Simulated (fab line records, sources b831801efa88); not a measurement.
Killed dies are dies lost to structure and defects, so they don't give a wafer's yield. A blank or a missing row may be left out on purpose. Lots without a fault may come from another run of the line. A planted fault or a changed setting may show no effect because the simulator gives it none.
Which tool did it? | flow sky130 | 12 lots, 36 wafers sampled, at 5 steps of a route of 708

WHAT THE GAUGES READ, wafer by wafer
SKY_VT_ADJUST_LVTN_OVL_MEAS_07. Usual: VT_ADJUST_LVTN_OVL -0.1 nm, standard deviation 1.4.
lot  | measured     | on         | VT_ADJUST_LVTN_OVL (nm) | flag
L717 | day 7 05:55  | overlay-02 | 0.2 1.1 0.4             |
L720 | day 7 15:08  | overlay-01 | 0.0 -0.6 1.0            |
L722 | day 8 09:50  | overlay-02 | 1.8 0.6 2.2             |
L724 | day 8 20:47  | overlay-01 | 1.5 0.8 0.9             |
L726 | day 9 08:52  | overlay-01 | 1.0 0.2 1.4             |
L730 | day 10 18:31 | overlay-01 | -2.9 -1.7 -1.0          |
L731 | day 11 02:16 | overlay-01 | -1.2 -1.2 -1.6          |
L735 | day 11 19:12 | overlay-01 | 0.5 0.8 0.8             |
L736 | day 12 01:28 | overlay-02 | 1.3 1.7 0.0             |
L737 | day 12 09:08 | overlay-02 | 0.7 -1.7 -2.3           |
L738 | day 12 12:49 | overlay-02 | -1.1 -2.0 -1.5          |
L739 | day 12 21:55 | overlay-02 | -1.8 -2.1 -2.8          |

SKY_SONOS_ONO_THK_MEAS_03. Usual: SONOS_ONO_CVD_02_THK 10.54 nm, standard deviation 0.12.
lot  | measured     | on            | SONOS_ONO_CVD_02_THK (nm) | flag
L717 | day 11 22:51 | film_metro-03 | 10.36 10.31 10.38         |
L720 | day 12 12:00 | film_metro-02 | 10.28 10.51 10.41         |
L722 | day 13 15:19 | film_metro-02 | 10.68 10.68 10.83         |
L724 | day 14 01:38 | film_metro-03 | 10.48 10.26 10.34         |
L726 | day 14 18:57 | film_metro-03 | 10.59 10.62 10.62         |
L730 | day 16 04:32 | film_metro-02 | 10.53 10.53 10.65         |
L731 | day 16 17:12 | film_metro-03 | 10.48 10.65 10.56         |
L735 | day 17 06:58 | film_metro-02 | 10.55 10.56 10.52         |
L736 | day 17 16:44 | film_metro-02 | 10.63 10.58 10.55         |
L737 | day 18 01:19 | film_metro-02 | 10.51 10.55 10.53         |
L738 | day 18 04:08 | film_metro-04 | 10.64 10.74 10.67         |
L739 | day 18 13:40 | film_metro-03 | 10.68 10.48 10.47         |

WHICH TOOL RAN EACH LOT (tool, then ch and the chambers of the sampled wafers, then the start)
lot  | SKY_NWELL_RTA_28                 | SKY_VT_ADJUST_PCH_COAT_02         | SKY_VT_ADJUST_PCH_STRIP_09
L717 | rtp_anneal-02 ch 0, day 5 15:52  | litho_track-02 ch 0, day 10 08:19 | plasma_asher-04 ch 0,1, day 10 19:55
L720 | rtp_anneal-02 ch 0, day 6 01:58  | litho_track-03 ch 0, day 10 19:37 | plasma_asher-02 ch 0,1, day 11 06:54
L722 | rtp_anneal-02 ch 0, day 6 17:29  | litho_track-02 ch 0, day 11 16:08 | plasma_asher-04 ch 0,1, day 12 04:37
L724 | rtp_anneal-01 ch 0, day 7 03:59  | litho_track-02 ch 0, day 12 05:56 | plasma_asher-01 ch 0,1, day 12 17:12
L726 | rtp_anneal-01 ch 0, day 7 13:41  | litho_track-02 ch 0, day 12 18:19 | plasma_asher-04 ch 0,1, day 13 07:49
L730 | rtp_anneal-02 ch 0, day 8 21:01  | litho_track-03 ch 0, day 14 05:04 | plasma_asher-01 ch 0,1, day 14 18:01
L731 | rtp_anneal-01 ch 0, day 9 05:10  | litho_track-01 ch 0, day 14 14:20 | plasma_asher-01 ch 0,1, day 15 03:24
L735 | rtp_anneal-02 ch 0, day 9 20:34  | litho_track-03 ch 0, day 15 09:01 | plasma_asher-04 ch 0,1, day 15 22:35
L736 | rtp_anneal-01 ch 0, day 10 03:10 | litho_track-02 ch 0, day 15 16:46 | plasma_asher-02 ch 0,1, day 16 07:06
L737 | rtp_anneal-02 ch 0, day 10 09:54 | litho_track-01 ch 0, day 16 00:47 | plasma_asher-02 ch 0,1, day 16 14:56
L738 | rtp_anneal-01 ch 0, day 10 13:41 | litho_track-03 ch 0, day 16 06:16 | plasma_asher-04 ch 0,1, day 16 20:22
L739 | rtp_anneal-02 ch 0, day 10 22:43 | litho_track-01 ch 0, day 16 15:02 | plasma_asher-04 ch 0,1, day 17 04:45
- SKY_NWELL_RTA_28: time 30 s.
- SKY_VT_ADJUST_PCH_COAT_02: resist thk 3000 nm.
- SKY_VT_ADJUST_PCH_STRIP_09: strips in O2/N2.

WHAT THE TOOLS THEMSELVES READ (means of the sampled wafers that have a number; where no wafer has one, the mark that the record gives instead)
SKY_NWELL_RTA_28. Usual: lamp_power_pct 25.31 %, standard deviation 0.054; wafer_temp_C_max 1054.9, standard deviation 1.
lot  | tool          | lamp_power_pct (%) | wafer_temp_C_max | flag
L717 | rtp_anneal-02 | 25.27              | 1053.8           |
L720 | rtp_anneal-02 | 25.30              | 1054.8           |
L722 | rtp_anneal-02 | 25.34              | 1055.3           |
L724 | rtp_anneal-01 | 25.29              | 1055.4           |
L726 | rtp_anneal-01 | 25.27              | 1054.7           |
L730 | rtp_anneal-02 | 25.34              | 1055.2           |
L731 | rtp_anneal-01 | 25.31              | 1054.8           |
L735 | rtp_anneal-02 | 25.32              | 1056.3           |
L736 | rtp_anneal-01 | 25.22              | 1055.5           |
L737 | rtp_anneal-02 | 25.27              | 1055.1           |
L738 | rtp_anneal-01 | 25.28              | 1053.6           |
L739 | rtp_anneal-02 | 25.36              | 1055.4           |

SKY_VT_ADJUST_PCH_COAT_02. Usual: resist_line_temp_C 23.00 C, standard deviation 0.096; spin_speed_rpm 2000.0 rpm, standard deviation 1.3.
lot  | tool           | resist_line_temp_C (C) | spin_speed_rpm (rpm) | flag
L717 | litho_track-02 | 23.03                  | 2000.1               |
L720 | litho_track-03 | 23.11                  | 1998.6               |
L722 | litho_track-02 | 23.04                  | 2001.0               |
L724 | litho_track-02 | 22.89                  | 1741.7               | OFF
L726 | litho_track-02 | 22.88                  | 1740.8               | OFF
L730 | litho_track-03 | 22.98                  | 2001.0               |
L731 | litho_track-01 | 22.98                  | 1997.8               |
L735 | litho_track-03 | 23.10                  | 2000.2               |
L736 | litho_track-02 | 22.91                  | 2000.3               |
L737 | litho_track-01 | 22.97                  | 2001.7               |
L738 | litho_track-03 | 22.98                  | 1999.9               |
L739 | litho_track-01 | 23.03                  | 1999.4               |

SKY_VT_ADJUST_PCH_STRIP_09. Usual: drypump_motor_current_A 5.92 A, standard deviation 0.25; oes_product_au 0.722 a.u., standard deviation 0.0043; strip_time_to_endpoint_s 36.87 s, standard deviation 0.1.
lot  | tool            | drypump_motor_current_A (A) | oes_product_au (a.u.) | strip_time_to_endpoint_s (s) | flag
L717 | plasma_asher-04 | 6.04                        | 0.725                 | 36.77                        |
L720 | plasma_asher-02 | 5.81                        | 0.721                 | 36.94                        |
L722 | plasma_asher-04 | 6.02                        | 0.720                 | 36.86                        |
L724 | plasma_asher-01 | 5.73                        | 0.725                 | 39.15                        | OFF
L726 | plasma_asher-04 | 6.04                        | 0.723                 | 39.36                        | OFF
L730 | plasma_asher-01 | 5.73                        | 0.724                 | 36.74                        |
L731 | plasma_asher-01 | 5.73                        | 0.720                 | 36.88                        |
L735 | plasma_asher-04 | 6.02                        | 0.721                 | 36.95                        |
L736 | plasma_asher-02 | 5.81                        | 0.720                 | 36.85                        |
L737 | plasma_asher-02 | 5.82                        | 0.719                 | 36.92                        |
L738 | plasma_asher-04 | 6.02                        | 0.723                 | 36.98                        |
L739 | plasma_asher-04 | 6.02                        | 0.721                 | 36.79                        |

THE ANSWER, worked out from the rows above alone
Rule: a lot is off if the mean of its wafers that have a number lies more than 3 standard deviations from the usual mean. A lot without any number at a reading at which 4 lots or more have one is off too. The other lots that the step has rows for count as sound. The gauges are gone through in route order, then the tools' own readings, and for those a lot's mean is taken as printed above. The first step at which some lot is off is used, and at that step the reading that is off furthest; a lot without a number counts as furthest.
Off: L724, L726, at SKY_VT_ADJUST_PCH_COAT_02 (spin_speed_rpm).
A tool fits if, at that step or a process step before it, it ran every lot that is off, and no sound lot after the first of them. None of those tried fits.

WHAT THE SIMULATOR HAD PUT IN
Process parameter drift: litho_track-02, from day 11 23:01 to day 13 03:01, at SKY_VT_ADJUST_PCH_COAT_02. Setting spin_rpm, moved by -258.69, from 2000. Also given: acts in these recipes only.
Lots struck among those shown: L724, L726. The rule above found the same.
